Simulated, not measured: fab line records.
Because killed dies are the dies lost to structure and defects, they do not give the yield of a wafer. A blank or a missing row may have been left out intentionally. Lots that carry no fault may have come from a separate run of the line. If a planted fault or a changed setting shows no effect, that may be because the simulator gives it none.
What tool caused it? -- flow gf180mcu -- 36 wafers from 12 lots sampled at 4 of the route's 602 steps

== WHAT THE GAUGES READ, wafer by wafer ==
GF_V5_CD_MEAS_14 targets a cd of 260 nm.
lot,measured,on,cd nm (nm)
L554,day 27 10:56,cd sem-02,259.3 259.4 259.4
L555,day 27 20:22,cd sem-01,259.9 260.6 259.4
L558,day 28 20:04,cd sem-01,260.5 259.6 262.4
L559,day 29 00:49,cd sem-02,259.0 259.6 259.3
L560,day 29 06:10,cd sem-01,259.0 259.7 260.6
L561,day 29 15:52,cd sem-01,259.7 260.4 261.0
L567,day 31 10:07,cd sem-02,261.0 260.7 261.6
L568,day 31 22:05,cd sem-02,257.1 257.6 257.7
L569,day 32 05:32,cd sem-02,261.2 261.5 260.8
L570,day 32 11:32,cd sem-01,260.7 260.9 260.7
L573,day 32 21:47,cd sem-02,258.5 259.9 258.7
L575,day 33 11:08,cd sem-01,260.0 260.5 260.4

GF_TOP_METAL_CD_MEAS_14 targets a cd of 440 nm.
lot,measured,on,cd nm (nm)
L554,day 28 07:59,cd sem-01,443.8 444.7 442.6
L555,day 28 17:22,cd sem-01,438.2 439.1 439.0
L558,day 29 16:34,cd sem-02,439.5 440.6 441.3
L559,day 29 21:22,cd sem-02,442.8 441.3 442.8
L560,day 30 02:10,cd sem-02,439.8 440.0 437.3
L561,day 30 12:14,cd sem-01,440.2 438.3 442.3
L567,day 32 05:12,cd sem-02,441.7 439.8 442.5
L568,day 32 16:11,cd sem-01,453.5 453.9 455.1
L569,day 32 23:50,cd sem-01,449.6 449.4 448.4
L570,day 33 05:32,cd sem-01,452.2 449.5 451.7
L573,day 33 15:56,cd sem-01,437.5 437.9 440.3
L575,day 34 04:37,cd sem-02,439.9 440.8 441.6

== TOOL THAT RAN EACH LOT (tool first, then ch and the chambers of the sampled wafers, then the start) ==
lot,GF_TOP_METAL_SPUTTER_00,GF_TOP_METAL_EXPOSE_11
L554,"pvd sputter-04, day 27 12:28","iline stepper-01 ch 0, day 27 22:29"
L555,"pvd sputter-01, day 27 21:53","iline stepper-02 ch 0, day 28 07:59"
L558,"pvd sputter-04, day 28 21:36","iline stepper-02 ch 0, day 29 07:44"
L559,"pvd sputter-03, day 29 02:19","iline stepper-01 ch 0, day 29 12:37"
L560,"pvd sputter-03, day 29 07:44","iline stepper-01 ch 0, day 29 17:08"
L561,"pvd sputter-01, day 29 17:29","iline stepper-01 ch 0, day 30 02:55"
L567,"pvd sputter-04, day 31 11:37","iline stepper-01 ch 0, day 31 20:20"
L568,"pvd sputter-03, day 31 23:47","iline stepper-01 ch 0, day 32 08:17"
L569,"pvd sputter-03, day 32 07:49","iline stepper-01 ch 0, day 32 16:13"
L570,"pvd sputter-03, day 32 13:07","iline stepper-01 ch 0, day 32 21:38"
L573,"pvd sputter-04, day 32 23:20","iline stepper-02 ch 0, day 33 07:59"
L575,"pvd sputter-04, day 33 12:43","iline stepper-02 ch 0, day 33 21:05"
- GF_TOP_METAL_SPUTTER_00: material Ti, target thk 37.5 nm, time 150 s.
- GF_TOP_METAL_EXPOSE_11: exposes mask MetalTop, target cd 440 nm.

== AS READ BY THE TOOLS THEMSELVES (means over the sampled wafers that have a number; for cases with no such wafer, the mark the record gives instead) ==
GF_TOP_METAL_SPUTTER_00.
lot,tool,throttle valve pct (%)
L554,pvd sputter-04,30.7
L555,pvd sputter-01,30.4
L558,pvd sputter-04,29.6
L559,pvd sputter-03,30.3
L560,pvd sputter-03,30.3
L561,pvd sputter-01,30.2
L567,pvd sputter-04,30.4
L568,pvd sputter-03,30.4
L569,pvd sputter-03,30.1
L570,pvd sputter-03,29.5
L573,pvd sputter-04,30.2
L575,pvd sputter-04,29.7

GF_TOP_METAL_EXPOSE_11.
lot,tool,exposure dose mJ cm2,focus offset nm (nm)
L554,iline stepper-01,169.90,0.1
L555,iline stepper-02,169.82,-0.1
L558,iline stepper-02,169.66,-0.3
L559,iline stepper-01,169.92,-0.1
L560,iline stepper-01,169.93,0.0
L561,iline stepper-01,169.69,0.2
L567,iline stepper-01,169.98,-0.5
L568,iline stepper-01,162.19,-0.4
L569,iline stepper-01,163.61,-0.5
L570,iline stepper-01,163.99,-0.5
L573,iline stepper-02,169.72,0.2
L575,iline stepper-02,169.79,0.0

== THE ANSWER, worked out from the rows above alone ==
Rule: what is usual is taken from the lots themselves. The widest of any qualifying gaps counts: lots, ordered by their means at a reading, are off when they make up no more than a third of the lots, leave a main group of 4 or more, and stand apart from it by 3 or more times the standard deviation of that group's means. If all means in a main group match to the digits the tables above print for the reading, that group is not used. Also off: a lot with no number at a reading for which 4 or more lots have one. Any other lot the step has rows for is counted as sound. After the gauges, taken in route order, come the tools' own readings; for these a lot's mean is taken, as printed above. At the first step where some lot is off, the reading lying furthest off is the one used; lots without a number count as furthest.
Off: L568, L569, L570 (GF_TOP_METAL_CD_MEAS_14, cd nm). For the main group the mean is 440.6 nm and the standard deviation 1.6.
If a tool, at a process step before that reading, ran all the lots that are off and no sound lot after the first of them, it fits. Not tried: the gauges at GF_TOP_METAL_CD_MEAS_14; whatever is off there is also off at GF_TOP_METAL_EXPOSE_11, on other tools, and gauge error can't account for it. Undecided on this evidence; 2 tools fit (pvd sputter-03 at GF_TOP_METAL_SPUTTER_00, iline stepper-01 at GF_TOP_METAL_EXPOSE_11).

== WHAT THE SIMULATOR HAD INSERTED ==
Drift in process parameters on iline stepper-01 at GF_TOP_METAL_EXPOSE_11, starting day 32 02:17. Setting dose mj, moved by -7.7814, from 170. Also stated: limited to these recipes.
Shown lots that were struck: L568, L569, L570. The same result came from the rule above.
